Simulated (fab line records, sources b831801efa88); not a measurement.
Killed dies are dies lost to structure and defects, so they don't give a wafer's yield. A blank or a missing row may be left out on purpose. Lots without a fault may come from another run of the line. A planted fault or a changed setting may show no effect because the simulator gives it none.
Problem report in the 8D (eight disciplines) form, filled by code | flow gf180mcu | the parts of the form that need people (team, actions taken, sign-off) are left out

1. THE PROBLEM
heater_power_total_W at GF_M3_SOFTBAKE_10 reads a mean of 101.76 W on 6 wafers of 2 lots; wafers without a fault read 93.05 W with a standard deviation of 0.061. That is +99 or more standard deviations from the usual mean.
The step: time 60 s.
First seen on wafer L760.2, day 24 17:58, on litho_track-03. The record holds 39 wafers of 13 lots with a number at this step. Rule for "out", or "out of limits": more than 4 standard deviations from the usual mean. The other wafers with a number count as sound.

2. WHAT IT IS AND WHAT IT IS NOT
question                    | is                                 | is not
which readings at this step | heater_power_total_W, run_length_s | -
which lots                  | L760, L762                         | L749, L750, L751, L752, L753, L754, L764, L765, L767, L768, L772
which wafers of those lots  | all that have a number             | -
read on which tools         | litho_track-03                     | litho_track-01, litho_track-04
when                        | from day 24 17:58                  | up to then (18 sound wafers); but 15 sound wafers of L764, L765, L767, L768, L772 came after

3. SUSPECTS, AND WHAT RULES EACH OUT
Counting: a tool at a process step up to the reading stays a suspect if it ran every lot that is out and no sound lot after the first of them.
- litho_track-03 at GF_M3_SOFTBAKE_10 (time 60 s): kept. It ran every lot that is out, first L760 (day 24 17:58), and no sound lot after that; its last sound lot up to then is L754 (day 23 07:01). Its own readings are out on those wafers: heater_power_total_W, run_length_s.
Left after counting: litho_track-03 at GF_M3_SOFTBAKE_10.

4. THE CAUSE (what the simulator had put in)
Process parameter drift: litho_track-03, from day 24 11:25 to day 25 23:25, at GF_M3_SOFTBAKE_10. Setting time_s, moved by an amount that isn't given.
Counting left only this tool.

5. THE CHAIN OF EFFECTS, in route order
Each row: a reading whose mean over the struck wafers that have a number lies more than 3 standard deviations from the usual. Only readings for which the record gives a usual standard deviation are gone through. hours: the time from each lot's start at the first step in this table that gives one to its start at this step, as a median over the lots. sigmas: the change in usual standard deviations.
hours | step              | reading              | usual   | on struck wafers | change | sigmas
0     | GF_M3_SOFTBAKE_10 | heater_power_total_W | 93.05 W | 101.76           | +8.71  | +99 or more
0     | GF_M3_SOFTBAKE_10 | run_length_s         | 89.21 s | 74.85            | -14.36 | -72
The process steps in it:
- GF_M3_SOFTBAKE_10: time 60 s.
Later measuring or inspecting steps at which every struck wafer that the step has a row for has a number for every such reading, and none has moved that far: GF_M3_CD_MEAS_14.

6. WHAT WOULD HAVE CAUGHT IT SOONER
In this record the first reading out of limits was taken at day 24 17:58, 7 hours after the fault began at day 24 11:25.
